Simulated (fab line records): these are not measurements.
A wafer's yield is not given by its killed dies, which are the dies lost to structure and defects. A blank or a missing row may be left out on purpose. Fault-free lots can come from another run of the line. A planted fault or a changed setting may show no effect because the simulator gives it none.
A sampling plan put to the test | flow gf180mcu | one line in one fab, 6 faults in these records, each fault weighed on the records of the lots it struck
The line's own looks make up the plan; these are the steps of the route where a gauge or inspection reads the wafer and leaves it unchanged. Where struck wafers have a number at a look and the file lists that look's usual mean and standard deviation on fault-free wafers, the look can be judged. Caught: 4 or more of those standard deviations (sigma) separate the usual mean from the mean of the struck wafers at a look after the fault's first step. On the tool: here the same test is run on the tool's own readings at the fault's steps. It also counts as caught if the struck wafers ran another recipe or if their record alone is blank.

## THE FAULTS, as the simulator had put them in
1. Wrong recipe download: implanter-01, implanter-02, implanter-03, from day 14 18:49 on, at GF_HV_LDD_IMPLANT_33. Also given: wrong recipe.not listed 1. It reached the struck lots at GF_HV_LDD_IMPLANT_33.
2. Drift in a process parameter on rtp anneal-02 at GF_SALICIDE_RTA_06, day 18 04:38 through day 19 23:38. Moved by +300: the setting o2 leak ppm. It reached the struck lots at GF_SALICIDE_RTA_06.
3. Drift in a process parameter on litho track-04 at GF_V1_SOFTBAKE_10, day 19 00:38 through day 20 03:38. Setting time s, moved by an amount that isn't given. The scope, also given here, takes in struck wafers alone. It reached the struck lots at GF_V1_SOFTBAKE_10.
4. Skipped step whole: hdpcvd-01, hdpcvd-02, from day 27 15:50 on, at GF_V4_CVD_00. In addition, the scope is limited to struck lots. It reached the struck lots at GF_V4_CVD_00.
5. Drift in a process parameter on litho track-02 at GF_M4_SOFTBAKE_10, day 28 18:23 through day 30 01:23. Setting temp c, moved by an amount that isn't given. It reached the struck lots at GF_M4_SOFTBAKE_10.
6. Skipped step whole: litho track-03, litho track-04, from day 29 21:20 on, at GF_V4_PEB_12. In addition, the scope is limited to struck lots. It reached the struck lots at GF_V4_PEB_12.

## WHAT THE PLAN SAW
fault | on the tool itself                               | first look that catches it     | reading, sigma   | median hours from its first step to that look | hours from the fault's start to the first struck lot there | judged looks passed uncaught
1     | no reading that can be judged                    | GF_HV_LDD_TW_MEAS_38           | HV_LDD_3_TW -8.7 | 0.7                                           | 6                                                          | 0
2     | chamber o2 ppm +99 or beyond sigma               | no look after it can be judged | -                | -                                             | -                                                          | 0
3     | heater power total W +24 sigma                   | no look after it can be judged | -                | -                                             | -                                                          | 0
4     | the tool's record is blank for the struck wafers | no look after it can be judged | -                | -                                             | -                                                          | 0
5     | heater power total W +45 sigma                   | GF_M4_CD_MEAS_14               | cd nm -6.9       | 9.7                                           | 13                                                         | 0
6     | the tool's record is blank for the struck wafers | no look after it can be judged | -                | -                                             | -                                                          | 0
A dash: this means the fault isn't caught or the number doesn't appear in these records.

Caught at a look: 2 of 6. Caught on the tool: 5 of 6. By one or the other: 6 of 6.
On the tool alone, faults 2, 3, 4, 6 were caught.
Caught at a look alone: fault 1.

## THINNER SAMPLING
In the worst case, this is how late the first struck lot would be measured if the look that catches a fault measured only every second or every third lot, by lot number:
fault | struck lots at that look, in order of time | every lot | every second lot | every third lot
1     | L302, L303, L304, L305                     | 6 h       | 18 h             | 25 h
5     | L729, L732                                 | 13 h      | 26 h             | may miss all 2
Hours: fault start to first struck lot measured. Since the struck wafers were tested as one group against 4 sigma, a single lot by itself may lie under the limit. Other struck lots may not be in these records.

## THE LONGEST TIMED WAY FROM STEP TO LOOK
In fault 5, a median of 9.7 hours elapses between GF_M4_SOFTBAKE_10 and GF_M4_CD_MEAS_14. No look between them can be judged.
